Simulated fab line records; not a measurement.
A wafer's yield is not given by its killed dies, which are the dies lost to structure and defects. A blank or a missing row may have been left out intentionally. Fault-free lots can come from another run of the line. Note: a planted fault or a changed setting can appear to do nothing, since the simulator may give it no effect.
Comparing a struck lot with a sound one ; flow sky130 ; 15 out of 708 route steps
Sound: these wafers, L204.1, L204.3, L204.6. Struck: wafers L214.1, L214.4, L214.6. The cause comes at the end.
At each step with rows: each side's tool, then ch and its chambers, then its first start. Under that, the readings that differ: sound wafers ; struck wafers ; difference of the means ; sigmas: that difference in standard deviations of wafers without a fault.
alike: words and numbers the same on both sides, and readings whose means are apart by under 2 such deviations; not compared: readings that were withheld, readings missing a value for some wafer, numbers with overlapping values and no deviation given by the record, and bounds like >300 which may hide the same value.
A row with sigmas, a row that says differs or no value, or rows on one side alone: a step with any of these is where the two part. When numbers do not overlap yet have no deviation, they are printed without sigmas and do not part them. Lack of a reading on every wafer of one side parts them only where that side has two or more wafers.

first, 1 step without rows for these wafers: SKY_SONOS_TUNNEL_STRIP_11 (strips in SPM, time 600 s).
SKY_SONOS_TUNNEL_TW_MEAS_12:
  struck on film metro-04, day 15 00:25; sound on film metro-04, day 11 10:40
  alike: SONOS_TUNNEL_TW
then, 2 steps without rows for these wafers: SKY_SONOS_TUNNEL_CLEAN_13 (cleans in dHF, time 20 s); SKY_SONOS_ONO_OXIDATION_00 (stabilise 600 s, purge 300 s, target thk 2.6 nm).
SKY_SONOS_ONO_THK_MEAS_01:
  struck on film metro-04, day 15 02:08; sound on film metro-04, day 11 14:29
  alike: SONOS_ONO_OXIDATION_THK
then, 1 step without rows for these wafers: SKY_SONOS_ONO_CVD_02 (deposits Si3N4 from DCS/NH3, target thk 10.5 nm, time 180 s).
SKY_SONOS_ONO_THK_MEAS_03:
  struck on film metro-01, day 15 05:14; sound on film metro-01, day 11 15:35
  alike: SONOS_ONO_CVD_02_THK
then, 1 step without rows for these wafers: SKY_SONOS_ONO_CVD_04 (deposits SiO2 from SiH4/N2O, target thk 5.7199 nm).
SKY_SONOS_ONO_THK_MEAS_05:
  struck on film metro-04, day 15 07:10; sound on film metro-02, day 11 16:54
  alike: SONOS_ONO_CVD_04_THK
then, 3 steps without rows for these wafers: SKY_SONOS_ONO_DEHYDRATE_06 (time 60 s); SKY_SONOS_ONO_HMDS_07 (prime time 60 s); SKY_SONOS_ONO_COAT_08 (resist thk 1140 nm).
SKY_SONOS_ONO_SOFTBAKE_09: time 60 s.
  sound on litho track-02 ch 0, day 12 04:23; struck on litho track-03 ch 0, day 15 21:14
reading;sound;struck;difference;sigmas
heater power total W (W);56.71 56.60 56.60;57.16 57.21 57.16;+0.54;+12
plate temp C (C);90.29 89.95 90.17;90.56 90.69 90.57;+0.47;+4
  alike: exhaust pa
then, 1 step without rows for these wafers: SKY_SONOS_ONO_EXPOSE_10 (exposes mask ONOM, target cd 410 nm).
-- here the record skips 33 days between the struck wafers' starts before and after, leaving off in module SONOS_ONO and picking up in module PAD_OPEN (first step shown: number 708 of the route) --
SKY_PAD_OPEN_PROBE_99:
  struck on prober-02, day 48 13:55; sound on prober-02, day 45 21:59
  alike: killed_at_M0_to_M3, killed_at_M4_up, killed at contacts, killed at front end, killed at other, killed dies, killed open, killed short

## WHERE THEY PART
Only at SKY_SONOS_ONO_SOFTBAKE_09, as far as this record shows. Later steps at which nothing parts them and some readings are alike: SKY_PAD_OPEN_PROBE_99.

WHY: the cause the simulator had injected
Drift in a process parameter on litho track-03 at SKY_SONOS_ONO_SOFTBAKE_09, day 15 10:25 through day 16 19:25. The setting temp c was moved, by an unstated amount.
